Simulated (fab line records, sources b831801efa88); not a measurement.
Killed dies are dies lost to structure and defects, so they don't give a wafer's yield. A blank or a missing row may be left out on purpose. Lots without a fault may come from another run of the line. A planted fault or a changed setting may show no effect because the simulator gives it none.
Which tool did it? | flow gf180mcu | 13 lots, 39 wafers sampled, at 7 steps of a route of 602

WHAT THE GAUGES READ, wafer by wafer
GF_HV_LDD_CD_MEAS_07: target cd 400 nm.
lot  | measured     | on        | cd_nm (nm)
L498 | day 10 05:37 | cd_sem-02 | 395.6 396.8 396.3
L501 | day 11 14:13 | cd_sem-02 | 398.2 399.5 398.7
L504 | day 12 07:56 | cd_sem-02 | 398.7 397.9 396.2
L505 | day 12 20:51 | cd_sem-02 | 393.9 394.9 397.8
L506 | day 13 02:34 | cd_sem-01 | 399.8 399.9 403.5
L508 | day 13 12:05 | cd_sem-02 | 398.1 398.9 397.8
L512 | day 14 13:34 | cd_sem-02 | 398.0 399.4 397.1
L514 | day 15 06:43 | cd_sem-01 | 399.9 400.7 400.2
L515 | day 15 14:10 | cd_sem-01 | 401.4 404.0 404.9
L516 | day 15 22:47 | cd_sem-02 | 396.4 395.7 397.3
L517 | day 16 05:34 | cd_sem-01 | 399.1 399.8 400.5
L519 | day 16 19:35 | cd_sem-02 | 401.3 400.8 401.1
L520 | day 17 13:07 | cd_sem-02 | 399.6 398.2 396.9

GF_HV_LDD_OVL_MEAS_20.
lot  | measured     | on         | HV_LDD_01_OVL (nm)
L498 | day 10 23:52 | overlay-02 | -0.9 -1.0 0.2
L501 | day 12 10:07 | overlay-02 | 0.1 -0.4 0.0
L504 | day 13 03:33 | overlay-01 | 0.7 -0.8 -3.7
L505 | day 13 17:28 | overlay-02 | -1.7 1.3 -0.5
L506 | day 13 22:40 | overlay-01 | -0.7 -0.4 -0.3
L508 | day 14 08:37 | overlay-01 | -0.8 0.8 -2.2
L512 | day 15 11:31 | overlay-02 | -2.2 -2.2 -2.0
L514 | day 16 04:31 | overlay-02 | 0.6 0.0 2.1
L515 | day 16 12:46 | overlay-02 | -1.1 -2.0 -1.8
L516 | day 16 21:25 | overlay-02 | 0.8 -1.3 -0.1
L517 | day 17 04:52 | overlay-01 | -1.9 -1.9 -1.4
L519 | day 17 18:00 | overlay-02 | 0.4 -1.3 -1.2
L520 | day 18 13:04 | overlay-02 | -0.4 -0.6 0.0

GF_HV_LDD_CD_MEAS_31: target cd 400 nm.
lot  | measured     | on        | cd_nm (nm)
L498 | day 11 17:34 | cd_sem-02 | 403.1 398.6 401.3
L501 | day 13 06:40 | cd_sem-01 | 403.7 402.8 404.5
L504 | day 14 00:04 | cd_sem-01 | 394.8 395.6 395.8
L505 | day 14 14:47 | cd_sem-02 | 398.9 400.4 400.4
L506 | day 14 19:16 | cd_sem-02 | 398.1 398.9 398.2
L508 | day 15 05:55 | cd_sem-01 | 400.6 400.2 400.5
L512 | day 16 09:17 | cd_sem-02 | 396.7 398.5 396.7
L514 | day 17 02:55 | cd_sem-02 | 400.5 400.7 400.2
L515 | day 17 10:53 | cd_sem-01 | 402.4 400.0 401.0
L516 | day 17 20:02 | cd_sem-01 | 401.8 400.8 402.9
L517 | day 18 04:08 | cd_sem-02 | 400.5 398.8 399.1
L519 | day 18 17:44 | cd_sem-01 | 403.2 400.3 401.2
L520 | day 19 13:43 | cd_sem-01 | 398.4 401.6 399.7

GF_NSD_CD_MEAS_07: target cd 400 nm.
lot  | measured     | on        | cd_nm (nm)
L498 | day 13 12:41 | cd_sem-02 | 397.4 397.6 397.9
L501 | day 15 04:02 | cd_sem-01 | 396.1 398.3 396.5
L504 | day 15 22:10 | cd_sem-01 | 401.7 402.1 402.3
L505 | day 16 13:58 | cd_sem-01 | 401.2 404.2 402.4
L506 | day 16 19:01 | cd_sem-02 | 402.2 400.6 399.6
L508 | day 17 05:56 | cd_sem-01 | 402.1 401.6 401.5
L512 | day 18 11:32 | cd_sem-02 | - - -
L514 | day 19 06:03 | cd_sem-01 | 406.2 406.7 405.3
L515 | day 19 14:05 | cd_sem-02 | - - -
L516 | day 20 00:26 | cd_sem-01 | - - -
L517 | day 20 08:44 | cd_sem-01 | 396.4 400.6 401.4
L519 | day 20 22:11 | cd_sem-01 | 399.7 400.5 398.0
L520 | day 21 18:25 | cd_sem-02 | 400.3 401.1 402.3

GF_NSD_OVL_MEAS_08.
lot  | measured     | on         | NSD_OVL (nm)
L498 | day 13 12:46 | overlay-02 | 2.4 0.5 -0.2
L501 | day 15 04:09 | overlay-02 | 0.5 1.0 0.3
L504 | day 15 22:16 | overlay-01 | 0.9 1.5 1.6
L505 | day 16 14:04 | overlay-02 | -0.7 1.2 0.9
L506 | day 16 19:07 | overlay-01 | 1.5 1.3 1.2
L508 | day 17 06:03 | overlay-01 | 0.2 -1.6 0.6
L512 | day 18 11:40 | overlay-01 | - - -
L514 | day 19 06:10 | overlay-01 | 2.5 0.9 2.1
L515 | day 19 14:10 | overlay-01 | - - -
L516 | day 20 00:34 | overlay-01 | - - -
L517 | day 20 08:51 | overlay-01 | 2.5 2.0 0.9
L519 | day 20 22:18 | overlay-01 | 1.8 1.1 0.1
L520 | day 21 18:31 | overlay-01 | 0.2 1.8 0.0

GF_NSD_TW_MEAS_12.
lot  | measured     | on            | NSD_TW
L498 | day 13 13:13 | film_metro-03 | 4324 4317 4309
L501 | day 15 04:35 | film_metro-03 | 4312 4303 4299
L504 | day 15 22:43 | film_metro-01 | 4274 4284 4278
L505 | day 16 14:30 | film_metro-01 | 4271 4288 4272
L506 | day 16 19:34 | film_metro-01 | 4257 4282 4264
L508 | day 17 06:29 | film_metro-03 | 4259 4260 4274
L512 | day 18 12:06 | film_metro-01 | 30 30 30
L514 | day 19 06:36 | film_metro-03 | 4239 4265 4241
L515 | day 19 14:37 | film_metro-02 | 30 30 30
L516 | day 20 01:00 | film_metro-01 | 30 30 30
L517 | day 20 09:17 | film_metro-03 | 4329 4340 4312
L519 | day 20 22:44 | film_metro-02 | 4223 4249 4231
L520 | day 21 18:57 | film_metro-03 | 4288 4295 4278

WHICH TOOL RAN EACH LOT (tool, then ch and the chambers of the sampled wafers, then the start)
lot  | GF_NSD_DEVELOP_06
L498 | litho_track-01 ch 0, day 13 12:32
L501 | litho_track-03 ch 0, day 15 03:53
L504 | litho_track-01 ch 0, day 15 22:01
L505 | litho_track-03 ch 0, day 16 13:50
L506 | litho_track-02 ch 0, day 16 18:53
L508 | litho_track-02 ch 0, day 17 05:47
L512 | litho_track-01 ch 0, day 18 11:23
L514 | litho_track-02 ch 0, day 19 05:55
L515 | litho_track-01 ch 0, day 19 13:56
L516 | litho_track-01 ch 0, day 20 00:17
L517 | litho_track-03 ch 0, day 20 08:35
L519 | litho_track-03 ch 0, day 20 22:03
L520 | litho_track-03 ch 0, day 21 18:16
- GF_NSD_DEVELOP_06: develop time 60 s.

WHAT THE TOOLS THEMSELVES READ (means of the sampled wafers that have a number; where no wafer has one, the mark that the record gives instead)
GF_NSD_DEVELOP_06.
lot  | tool           | chill_plate_temp_C (C) | exhaust_pa (Pa)
L498 | litho_track-01 | 23.00                  | 44.9
L501 | litho_track-03 | 22.79                  | 45.3
L504 | litho_track-01 | 22.97                  | 44.2
L505 | litho_track-03 | 22.98                  | 45.1
L506 | litho_track-02 | 22.90                  | 44.7
L508 | litho_track-02 | 23.02                  | 44.2
L512 | litho_track-01 | 22.86                  | 45.3
L514 | litho_track-02 | 23.09                  | 44.6
L515 | litho_track-01 | 22.94                  | 44.9
L516 | litho_track-01 | 22.95                  | 45.3
L517 | litho_track-03 | 22.92                  | 47.1
L519 | litho_track-03 | 23.01                  | 44.8
L520 | litho_track-03 | 22.96                  | 46.7

THE ANSWER, worked out from the rows above alone
Rule: what is usual is taken from the lots themselves. Put in order of their means at a reading, lots are off if they are a third of the lots or fewer, leave a main group of 4 or more, and stand apart from it by a gap of 3 or more times the standard deviation of the main group's means; of several such gaps the widest counts. A main group whose means are all the same, to the digits that the tables above print for the reading, isn't used. A lot without any number at a reading at which 4 lots or more have one is off too. The other lots that the step has rows for count as sound. The gauges are gone through in route order, then the tools' own readings, and for those a lot's mean is taken as printed above. The first step at which some lot is off is used, and at that step the reading that is off furthest; a lot without a number counts as furthest.
Off: L512, L515, L516, at GF_NSD_CD_MEAS_07 (cd_nm). Without a number there: L512, L515, L516. The main group: mean 400.8 nm, standard deviation 2.5.
A tool fits if, at a process step before that reading, it ran every lot that is off, and no sound lot after the first of them. The gauges at GF_NSD_CD_MEAS_07 aren't tried: what is off there is off at GF_NSD_OVL_MEAS_08 too, on other tools, and a gauge's error can't cause that. One fits: litho_track-01 at GF_NSD_DEVELOP_06. Its last sound lot is L504 (day 15 22:01), its first lot that is off L512 (day 18 11:23): a fault that began between those two fits.

WHAT THE SIMULATOR HAD PUT IN
Process parameter drift: litho_track-01, from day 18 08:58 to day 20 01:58, at GF_NSD_DEVELOP_06. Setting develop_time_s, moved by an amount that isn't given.
Lots struck among those shown: L512, L515, L516. The rule above found the same.
